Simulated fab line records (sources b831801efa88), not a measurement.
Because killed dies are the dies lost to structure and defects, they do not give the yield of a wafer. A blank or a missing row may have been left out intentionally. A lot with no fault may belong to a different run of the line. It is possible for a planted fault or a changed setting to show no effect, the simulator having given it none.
Chamber matching -- flow sky130 -- SKY_VIA2_ETCH_14 on rie-diel-03 has 4 sister chambers
The step etches BARC in N2/H2, stops on SiO2, time 45.9 s, target depth 60 nm. 18 wafers are shown with their chamber, then 9 later ones without.

WAFERS PAIRED WITH THEIR CHAMBERS
wafer,chamber,drypump-motor-current-A (A),oes-product-au (a.u.),throttle-valve-pct (%)
L075.1,1,5.9,0.856,13.224
L075.5,1,5.9,0.861,13.242
L075.6,2,5.7,0.853,13.235
L076.2,3,5.9,0.861,13.224
L076.3,2,5.7,0.854,13.226
L076.5,1,5.9,0.856,13.215
L077.1,1,6.0,0.851,13.223
L077.4,2,5.7,0.856,13.228
L077.5,1,5.9,0.854,13.222
L078.1,3,5.9,0.861,13.228
L078.4,1,5.9,0.850,13.229
L078.6,3,5.9,0.857,13.212
L079.1,2,5.7,0.861,13.229
L079.3,3,5.9,0.852,13.239
L079.5,1,5.9,0.854,13.224
L084.3,2,5.7,0.856,13.214
L084.5,1,6.0,0.862,13.225
L084.6,0,6.1,0.865,13.209

SIGNATURES (means of the wafers above)
reading,chamber 0,chamber 1,chamber 2,chamber 3,scatter within a chamber
drypump-motor-current-A,6.100,5.925,5.700,5.900,0.0327
oes-product-au,0.86500,0.85550,0.85600,0.85775,0.00397
throttle-valve-pct,13.20900,13.22550,13.22640,13.22575,0.00857
Rule: for a wafer and a chamber, the distance is found by dividing, reading by reading, the gap between the wafer's reading and the chamber's mean by the reading's scatter, squaring, summing and taking the root. If the next closest chamber is less than 2 further off than the closest, the wafer can't be placed; otherwise it belongs to the closest. The scatter is the square root of a quotient: the sum, over the shown wafers, of each reading's squared deviation from its chamber's mean, divided by wafers minus chambers.

WAFERS WHOSE CHAMBER IS MISSING
wafer,drypump-motor-current-A (A),oes-product-au (a.u.),throttle-valve-pct (%)
L086.1,6.1,0.855,13.233
L086.2,5.7,0.854,13.234
L086.3,5.9,0.850,13.222
L086.4,5.9,0.852,13.222
L086.5,5.9,0.848,13.219
L086.6,6.1,0.848,13.222
L087.1,5.7,0.854,13.215
L087.2,5.9,0.862,13.227
L087.4,6.1,0.857,13.242

EACH ONE'S CHAMBER
wafer,from the rows above,in truth
L086.1,can't be placed: 0 or 1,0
L086.2,2,2
L086.3,can't be placed: 1 or 3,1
L086.4,can't be placed: 1 or 3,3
L086.5,can't be placed: 1 or 3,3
L086.6,can't be placed: 0 or 1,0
L087.1,2,2
L087.2,can't be placed: 3 or 1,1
L087.4,can't be placed: 0 or 1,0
Correctly placed: 2 of 9. These rows do not allow placing 7 (true chamber among the candidates in 7). 0 placed wrongly.
